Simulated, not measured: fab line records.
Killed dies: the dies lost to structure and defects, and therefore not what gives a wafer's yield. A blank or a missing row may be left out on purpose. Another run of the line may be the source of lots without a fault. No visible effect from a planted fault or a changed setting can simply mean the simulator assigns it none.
Which of the tools did it?	flow gf180mcu	24 lots, 72 wafers sampled, at 3 steps of a route of 602

== WHAT THE GAUGES READ, wafer by wafer ==
GF_NWELL_OVL_MEAS_07.
lot	measured	on	NWELL_OVL (nm)
L074	day 3 08:40	overlay-01	1.1 0.3 0.3
L075	day 3 13:28	overlay-02	2.9 1.8 1.8
L076	day 3 18:34	overlay-01	-0.3 0.9 0.2
L077	day 4 00:02	overlay-01	1.7 2.3 0.6
L078	day 4 06:35	overlay-02	-1.5 2.0 0.0
L079	day 4 12:25	overlay-01	1.5 1.0 0.8
L080	day 4 17:58	overlay-02	-0.6 -1.2 1.2
L081	day 4 22:32	overlay-01	1.3 1.5 2.3
L082	day 5 06:07	overlay-02	1.2 0.3 2.3
L083	day 5 09:41	overlay-02	3.1 3.1 3.0
L084	day 5 13:40	overlay-01	0.2 1.8 1.5
L085	day 5 17:53	overlay-01	3.0 3.1 0.8
L086	day 5 23:20	overlay-01	-2.3 -1.4 -0.1
L087	day 6 04:35	overlay-02	1.9 3.0 0.7
L088	day 6 17:19	overlay-02	0.1 -0.2 0.5
L089	day 6 23:10	overlay-02	-0.4 2.3 -1.4
L090	day 7 02:11	overlay-01	-1.6 0.5 -1.0
L091	day 7 05:20	overlay-01	1.7 2.0 4.0
L092	day 7 13:34	overlay-02	-0.2 -0.2 1.4
L093	day 7 19:43	overlay-02	-0.3 -1.0 1.0
L094	day 7 23:09	overlay-01	0.3 3.1 1.8
L095	day 8 06:46	overlay-02	-3.2 -2.1 -2.7
L096	day 8 07:43	overlay-01	0.6 -0.8 0.7
L097	day 8 12:34	overlay-01	-0.9 -0.7 0.9

GF_V4_THK_MEAS_25: measures by xrf.
lot	measured	on	V4_W_THK (nm)
L074	day 24 07:28	film-metro-03	357 353 352
L075	day 24 19:31	film-metro-03	356 366 356
L076	day 25 04:34	film-metro-03	362 352 364
L077	day 25 12:20	film-metro-02	364 372 365
L078	day 25 23:42	film-metro-01	361 361 360
L079	day 26 08:43	film-metro-03	362 363 357
L080	day 26 14:56	film-metro-01	364 348 361
L081	day 26 23:38	film-metro-03	353 357 361
L082	day 27 04:37	film-metro-03	362 354 365
L083	day 27 18:27	film-metro-02	360 362 367
L084	day 27 20:44	film-metro-03	354 361 353
L085	day 27 23:53	film-metro-01	371 358 371
L086	day 28 09:13	film-metro-01	357 362 356
L087	day 28 18:43	film-metro-02	366 363 365
L088	day 29 10:56	film-metro-01	359 364 361
L089	day 29 15:08	film-metro-02	367 371 356
L090	day 29 17:34	film-metro-01	347 366 364
L091	day 29 21:41	film-metro-03	344 346 362
L092	day 30 05:35	film-metro-02	354 356 359
L093	day 30 18:19	film-metro-01	366 349 369
L094	day 30 15:52	film-metro-02	360 352 358
L095	day 31 03:25	film-metro-02	359 359 359
L096	day 31 04:24	film-metro-03	352 369 351
L097	day 31 07:31	film-metro-02	374 356 356

== EACH LOT AND THE TOOL THAT RAN IT (in order: tool; ch and the chambers of the sampled wafers; start) ==
lot	GF_M1_SPUTTER_04
L074	pvd-sputter-01, day 15 23:22
L075	pvd-sputter-04, day 16 12:55
L076	pvd-sputter-04, day 16 22:11
L077	pvd-sputter-01, day 17 06:32
L078	pvd-sputter-04, day 17 17:58
L079	pvd-sputter-04, day 18 02:31
L080	pvd-sputter-01, day 18 11:03
L081	pvd-sputter-01, day 18 21:59
L082	pvd-sputter-04, day 19 04:24
L083	pvd-sputter-04, day 19 19:53
L084	pvd-sputter-01, day 19 22:32
L085	pvd-sputter-04, day 20 01:27
L086	pvd-sputter-03, day 20 14:11
L087	pvd-sputter-04, day 21 01:27
L088	pvd-sputter-01, day 21 20:59
L089	pvd-sputter-01, day 22 01:00
L090	pvd-sputter-04, day 22 03:49
L091	pvd-sputter-01, day 22 09:14
L092	pvd-sputter-01, day 22 21:07
L093	pvd-sputter-04, day 23 11:11
L094	pvd-sputter-03, day 23 10:29
L095	pvd-sputter-01, day 24 00:20
L096	pvd-sputter-04, day 24 01:01
L097	pvd-sputter-03, day 24 04:57
- GF_M1_SPUTTER_04: material TiN, target thk 50 nm, time 41.7 s.

== WHAT THE TOOLS THEMSELVES READ (means of the sampled wafers that have a number; where no wafer has one, the mark that the record gives instead) ==
GF_M1_SPUTTER_04.
lot	tool	chamber-pressure-pa (Pa)	throttle-valve-pct (%)
L074	pvd-sputter-01	0.4004	29.5
L075	pvd-sputter-04	0.4006	31.0
L076	pvd-sputter-04	0.3989	30.1
L077	pvd-sputter-01	0.4008	28.9
L078	pvd-sputter-04	0.4001	30.7
L079	pvd-sputter-04	0.4001	30.7
L080	pvd-sputter-01	0.3997	29.5
L081	pvd-sputter-01	0.4005	29.1
L082	pvd-sputter-04	0.4003	30.9
L083	pvd-sputter-04	0.3998	30.1
L084	pvd-sputter-01	0.4002	29.3
L085	pvd-sputter-04	0.4005	30.7
L086	pvd-sputter-03	0.4000	29.9
L087	pvd-sputter-04	0.3999	30.5
L088	pvd-sputter-01	0.3999	29.9
L089	pvd-sputter-01	0.4000	29.5
L090	pvd-sputter-04	0.3990	30.4
L091	pvd-sputter-01	0.4006	29.5
L092	pvd-sputter-01	0.3995	29.4
L093	pvd-sputter-04	0.3997	30.2
L094	pvd-sputter-03	0.3996	31.6
L095	pvd-sputter-01	0.4003	29.6
L096	pvd-sputter-04	0.3996	30.9
L097	pvd-sputter-03	0.3997	30.8

== THE ANSWER, worked out from the rows above alone ==
Rule: the lots themselves supply what counts as usual. The widest of any qualifying gaps counts: lots, ordered by their means at a reading, are off when they make up no more than a third of the lots, leave a main group of 4 or more, and stand apart from it by 3 or more times the standard deviation of that group's means. If all means in a main group match to the digits the tables above print for the reading, that group is not used. Also off: a lot with no number at a reading for which 4 or more lots have one. The other lots that the step has rows for count as sound. First the gauges in route order, then the tools' own readings, where a lot's mean is used as printed above. At the first step where some lot is off, the reading lying furthest off is the one used; lots without a number count as furthest.
No lot is off on any of the readings shown, so nothing can be concluded from this.

== WHAT THE SIMULATOR HAD INSERTED ==
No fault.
